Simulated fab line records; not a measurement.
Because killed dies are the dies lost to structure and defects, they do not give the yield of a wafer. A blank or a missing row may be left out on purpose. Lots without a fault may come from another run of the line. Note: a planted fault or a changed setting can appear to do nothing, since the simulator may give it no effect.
Which tool is to blame? || flow sfq-line || 39 wafers sampled from 13 lots at 1 step of a route of 325

== WHAT THE GAUGES SHOWED, per wafer ==
SFQ_JJ_RS_MEAS_929: uses a four-point probe to measure. Usual: JJ_NB_RS typically reads 1.055 ohm/sq, with standard deviation 0.011.
{"lot": "L282", "measured": "day 55 16:38", "on": "film-metro-02", "JJ_NB_RS (ohm/sq)": "1.051 1.040 1.041", "flag": ""}
{"lot": "L284", "measured": "day 55 21:24", "on": "film-metro-01", "JJ_NB_RS (ohm/sq)": "1.075 1.077 1.079", "flag": ""}
{"lot": "L285", "measured": "day 55 23:50", "on": "film-metro-02", "JJ_NB_RS (ohm/sq)": "1.043 1.049 1.056", "flag": ""}
{"lot": "L286", "measured": "day 56 06:37", "on": "film-metro-02", "JJ_NB_RS (ohm/sq)": "1.050 1.032 1.050", "flag": ""}
{"lot": "L287", "measured": "day 56 08:16", "on": "film-metro-01", "JJ_NB_RS (ohm/sq)": "1.065 1.071 1.062", "flag": ""}
{"lot": "L289", "measured": "day 56 13:11", "on": "film-metro-02", "JJ_NB_RS (ohm/sq)": "1.079 1.082 1.063", "flag": ""}
{"lot": "L290", "measured": "day 56 16:36", "on": "film-metro-01", "JJ_NB_RS (ohm/sq)": "1.034 1.047 1.041", "flag": ""}
{"lot": "L295", "measured": "day 57 07:01", "on": "film-metro-01", "JJ_NB_RS (ohm/sq)": "1.058 1.059 1.065", "flag": ""}
{"lot": "L296", "measured": "day 57 08:49", "on": "film-metro-01", "JJ_NB_RS (ohm/sq)": "1.051 1.048 1.055", "flag": ""}
{"lot": "L301", "measured": "day 62 21:07", "on": "film-metro-01", "JJ_NB_RS (ohm/sq)": "1.043 1.039 1.041", "flag": ""}
{"lot": "L302", "measured": "day 63 15:16", "on": "film-metro-03", "JJ_NB_RS (ohm/sq)": "1.046 1.040 1.048", "flag": ""}
{"lot": "L303", "measured": "day 63 16:19", "on": "film-metro-02", "JJ_NB_RS (ohm/sq)": "1.070 1.065 1.068", "flag": ""}
{"lot": "L304", "measured": "day 63 22:16", "on": "film-metro-01", "JJ_NB_RS (ohm/sq)": "1.058 1.045 1.059", "flag": ""}

== WHAT TOOL EACH LOT RAN ON (gives the tool, then ch and the chambers of the sampled wafers, and finally the start) ==
The record shows no process step preceding these readings.

== WHAT THE TOOLS THEMSELVES READ (means of the sampled wafers that have a number; where no wafer has one, the mark that the record gives instead) ==
The record holds no such reading with a usual standard deviation.

== THE ANSWER, worked out from the rows above alone ==
Rule: take the mean of a lot's wafers that have a number; if it is more than 3 standard deviations from the usual mean, the lot is off. A lot without any number at a reading at which 4 lots or more have one is off too. Any other lot the step has rows for is counted as sound. The gauges are gone through in route order, then the tools' own readings, and for those a lot's mean is taken as printed above. At the first step where some lot is off, the reading lying furthest off is the one used; lots without a number count as furthest.
No lot is off at any reading shown: from this, nothing can be told.

== WHAT HAD BEEN PUT IN BY THE SIMULATOR ==
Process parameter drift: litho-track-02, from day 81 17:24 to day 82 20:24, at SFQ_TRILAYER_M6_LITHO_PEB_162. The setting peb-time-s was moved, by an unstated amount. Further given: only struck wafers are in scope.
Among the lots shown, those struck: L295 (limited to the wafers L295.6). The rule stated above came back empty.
